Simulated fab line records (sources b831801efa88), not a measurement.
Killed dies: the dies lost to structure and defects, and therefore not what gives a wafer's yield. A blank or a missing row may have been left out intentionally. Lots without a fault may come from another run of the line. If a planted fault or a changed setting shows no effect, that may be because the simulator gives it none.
A lot that was struck, set against a sound lot / flow sky130 / 16 out of 708 route steps
Sound: the wafers L344.2, L344.3, L344.6. The struck wafers were L358.1, L358.2, L358.4. The cause comes at the end.
For every step that has rows: the tool of each side, followed by ch and its chambers, followed by its first start. Under that, the readings that differ: sound wafers / struck wafers / difference of the means / sigmas: that difference in standard deviations of wafers without a fault.
alike: words and numbers the same on both sides, and readings whose means are apart by under 2 such deviations; not compared: readings that were withheld, readings missing a value for some wafer, numbers with overlapping values and no deviation given by the record, and bounds like >300 which may hide the same value.
The two part at a step that has a row with sigmas, a row that says differs or no value, or rows on one side only. When numbers do not overlap yet have no deviation, they are printed without sigmas and do not part them. A reading missing from all wafers of one side parts the sides only when that side holds two or more wafers.

first, 5 steps without rows for these wafers: SKY_SONOS_TUNNEL_COAT_02 (resist thk 1140 nm); SKY_SONOS_TUNNEL_SOFTBAKE_03 (time 60 s); SKY_SONOS_TUNNEL_EXPOSE_04 (exposes mask TUNM, target cd 410 nm); SKY_SONOS_TUNNEL_PEB_05; SKY_SONOS_TUNNEL_DEVELOP_06 (develop time 60 s).
SKY_SONOS_TUNNEL_CD_MEAS_07: the cd target is 410 nm.
  sound on cdSem-01 at day 12 12:57; struck on cdSem-02 at day 17 02:34
  alike: cdNm
SKY_SONOS_TUNNEL_OVL_MEAS_08:
  sound on overlay-01 at day 12 13:03; struck on overlay-01 at day 17 02:41
  alike: SONOS_TUNNEL_OVL
then, 3 steps without rows for these wafers: SKY_SONOS_TUNNEL_IMPLANT_09; SKY_SONOS_TUNNEL_WET_ETCH_10 (etches SiO2 in dHF, target depth 14 nm, time 280 s); SKY_SONOS_TUNNEL_STRIP_11 (strips in SPM, time 600 s).
SKY_SONOS_TUNNEL_TW_MEAS_12:
  sound on filmMetro-02 at day 12 13:31; struck on filmMetro-04 at day 17 03:18
  alike: SONOS_TUNNEL_TW
then, 1 step without rows for these wafers: SKY_SONOS_TUNNEL_CLEAN_13 (cleans in dHF, time 20 s).
SKY_SONOS_ONO_OXIDATION_00: stabilise 600 s, purge 300 s, target thk 2.6 nm.
  sound on furnace-02 ch 0, day 12 14:32; struck on furnace-02 ch 0, day 17 04:10
reading=spikeTcCentreC (C); sound=797.1 797.8 796.3; struck=785.8 786.5 786.3; difference=-10.9; sigmas=-8
reading=spikeTcLowerC (C); sound=801.9 802.9 799.5; struck=790.1 790.3 789.4; difference=-11.5; sigmas=-8
reading=spikeTcTopC (C); sound=808.3 809.3 807.7; struck=796.8 796.7 795.7; difference=-12.0; sigmas=-6
reading=spikeTcUpperC (C); sound=802.0 801.4 800.9; struck=789.0 789.2 790.0; difference=-12.0; sigmas=-9
reading=tubeCenterTempC (C); sound=800.04 800.02 799.97; struck=788.41 788.33 788.38; difference=-11.64; sigmas=-99 or more
reading=tube_center_temp_C_max; sound=802.4 802.1 802.0; struck=790.7 791.2 790.8; difference=-11.3; sigmas=-35
reading=zonePowerUpperPct (%); sound=14.54 14.35 14.27; struck=13.92 13.92 13.94; difference=-0.46; sigmas=-3
reading=model.SiO2_of_SONOS_ONO_OXIDATION_00.thkNm (nm); sound=2.632 2.638 2.626; struck=2.172 2.172 2.182; difference=-0.457; sigmas=
SKY_SONOS_ONO_THK_MEAS_01:
  sound on filmMetro-03 at day 12 15:53; struck on filmMetro-02 at day 17 05:30
reading=SONOS_ONO_OXIDATION_THK (nm); sound=2.60 2.66 2.62; struck=2.16 2.15 2.21; difference=-0.45; sigmas=-8
then, 1 step without rows for these wafers: SKY_SONOS_ONO_CVD_02 (deposits Si3N4 from DCS/NH3, target thk 10.5 nm, time 180 s).
-- a jump in the record: the struck wafers' starts before and after are 33 days apart (it breaks off in module SONOS_ONO and resumes in module PAD_OPEN, where the first step shown is number 708 of the route) --
SKY_PAD_OPEN_PROBE_99:
  sound on prober-01 at day 46 14:10; struck on prober-01 at day 49 17:49
reading=model.etest.capOno.gateLog10ACm2; sound=-8.185 -8.04 -7.961; struck=-7.235 -7.471 -7.249; difference=+0.744; sigmas=
reading=model.etest.capOno.toxAccNm (nm); sound=13.07 12.95 12.89; struck=12.37 12.6 12.29; difference=-0.55; sigmas=
reading=model.etest.sonosErased.vtV (V); sound=-2.193 -2.221 -2.228; struck=-2.532 -2.476 -2.543; difference=-0.303; sigmas=
reading=model.etest.sonosBaked.vtLessV (V); sound=-0.4595 -0.5334 -0.4523; struck=-0.6825 -0.6791 -0.6223; difference=-0.1796; sigmas=
  alike: killed_at_M0_to_M3, killed_at_M4_up, killedAtContacts, killedAtFrontEnd, killedAtOther, killedDies, killedOpen, killedShort
  not compared: model.etest.sonosBaked.vtV

== WHERE THEY PART ==
Last at SKY_SONOS_ONO_THK_MEAS_01 as far as this record goes, first at SKY_SONOS_ONO_OXIDATION_00. Later steps at which nothing parts them and some readings are alike: SKY_PAD_OPEN_PROBE_99.

WHY: what the simulator had put in
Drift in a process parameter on furnace-02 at SKY_SONOS_ONO_OXIDATION_00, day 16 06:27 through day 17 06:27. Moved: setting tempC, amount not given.
